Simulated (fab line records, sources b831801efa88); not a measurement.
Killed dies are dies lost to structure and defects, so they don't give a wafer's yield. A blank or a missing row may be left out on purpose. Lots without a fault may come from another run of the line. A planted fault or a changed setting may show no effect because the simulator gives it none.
Tool commonality check | flow gf180mcu | 13 lots, 39 wafers sampled

WHY IT WAS OPENED
At GF_VT_IMPLANT_TW_MEAS_32 the reading VT_IMPLANT_3_TW is flagged on 1 of 13 lots. Wafers without a fault read 268, standard deviation 3.9.
Rule: a lot is flagged when every wafer of it that has a number lies more than 4 standard deviations from that mean, or none has a number. The other lots count as sound.

lot  | measured     | on            | VT_IMPLANT_3_TW, wafer by wafer | flag
L797 | day 7 04:40  | film_metro-04 | 265 264 265                     |
L798 | day 7 11:11  | film_metro-01 | 271 273 271                     |
L799 | day 7 19:29  | film_metro-03 | 30 30 30                        | FLAGGED
L808 | day 10 04:54 | film_metro-04 | 263 264 263                     |
L809 | day 10 15:47 | film_metro-04 | 263 263 263                     |
L810 | day 10 18:54 | film_metro-01 | 273 272 273                     |
L811 | day 10 22:49 | film_metro-01 | 273 271 272                     |
L813 | day 11 14:15 | film_metro-03 | 268 269 268                     |
L814 | day 11 21:34 | film_metro-01 | 273 275 272                     |
L815 | day 12 09:22 | film_metro-01 | 273 276 275                     |
L816 | day 12 09:30 | film_metro-04 | 266 267 267                     |
L818 | day 12 21:41 | film_metro-03 | 267 267 266                     |
L819 | day 13 07:50 | film_metro-03 | 269 269 269                     |
The numbers of the flagged lots are 30 on average: -238 against the usual, or -61 standard deviations.

WHICH TOOL RAN EACH LOT
The record holds 1 process step before the reading, out of a route of 602 steps. In each cell: the tool, then ch and the chambers that the sampled wafers went through, then the start.
lot  | flag    | GF_VT_IMPLANT_EXPOSE_26
L797 |         | iline_stepper-02 ch 0, day 6 21:04
L798 |         | iline_stepper-02 ch 0, day 7 03:01
L799 | FLAGGED | iline_stepper-01 ch 0, day 7 11:14
L808 |         | iline_stepper-02 ch 0, day 9 20:31
L809 |         | iline_stepper-02 ch 0, day 10 05:34
L810 |         | iline_stepper-01 ch 0, day 10 09:22
L811 |         | iline_stepper-01 ch 0, day 10 13:44
L813 |         | iline_stepper-01 ch 0, day 11 04:18
L814 |         | iline_stepper-02 ch 0, day 11 11:55
L815 |         | iline_stepper-01 ch 0, day 11 23:20
L816 |         | iline_stepper-01 ch 0, day 11 23:47
L818 |         | iline_stepper-01 ch 0, day 12 11:37
L819 |         | iline_stepper-02 ch 0, day 12 21:28
What these steps do:
- GF_VT_IMPLANT_EXPOSE_26: exposes mask LVPWELL HV AREA, target cd 860 nm.
- GF_VT_IMPLANT_TW_MEAS_32

FLAGGED OVER TOTAL, TOOL BY TOOL (the gauges that took the reading come last)
step                     | tool             | lots run | flagged | share of the flagged lots | sound lots run after its first flagged lot
GF_VT_IMPLANT_EXPOSE_26  | iline_stepper-01 | 7        | 1       | all                       | 6 (L810,L811,L813,L815,L816,L818)
GF_VT_IMPLANT_EXPOSE_26  | iline_stepper-02 | 6        | 0       | none                      | -
GF_VT_IMPLANT_TW_MEAS_32 | film_metro-01    | 5        | 0       | none                      | -
GF_VT_IMPLANT_TW_MEAS_32 | film_metro-03    | 4        | 1       | all                       | 3 (L813,L818,L819)
GF_VT_IMPLANT_TW_MEAS_32 | film_metro-04    | 4        | 0       | none                      | -

WHAT THE TABLE ALLOWS
2 rows of the table ran every flagged lot: iline_stepper-01 at GF_VT_IMPLANT_EXPOSE_26, film_metro-03 at GF_VT_IMPLANT_TW_MEAS_32.
- iline_stepper-01 at GF_VT_IMPLANT_EXPOSE_26: 1 of its 7 lots flagged. Sound lots ran on it after the first flagged one (L810, L811, L813, L815, L816, L818), which a lasting fault on the whole tool wouldn't allow.
- film_metro-03 at GF_VT_IMPLANT_TW_MEAS_32: 1 of its 4 lots flagged. Sound lots ran on it after the first flagged one (L813, L818, L819), which a lasting fault on the whole tool wouldn't allow.
No row of the table ran every flagged lot and no sound lot after the first.

WHAT THE SIMULATOR HAD PUT IN
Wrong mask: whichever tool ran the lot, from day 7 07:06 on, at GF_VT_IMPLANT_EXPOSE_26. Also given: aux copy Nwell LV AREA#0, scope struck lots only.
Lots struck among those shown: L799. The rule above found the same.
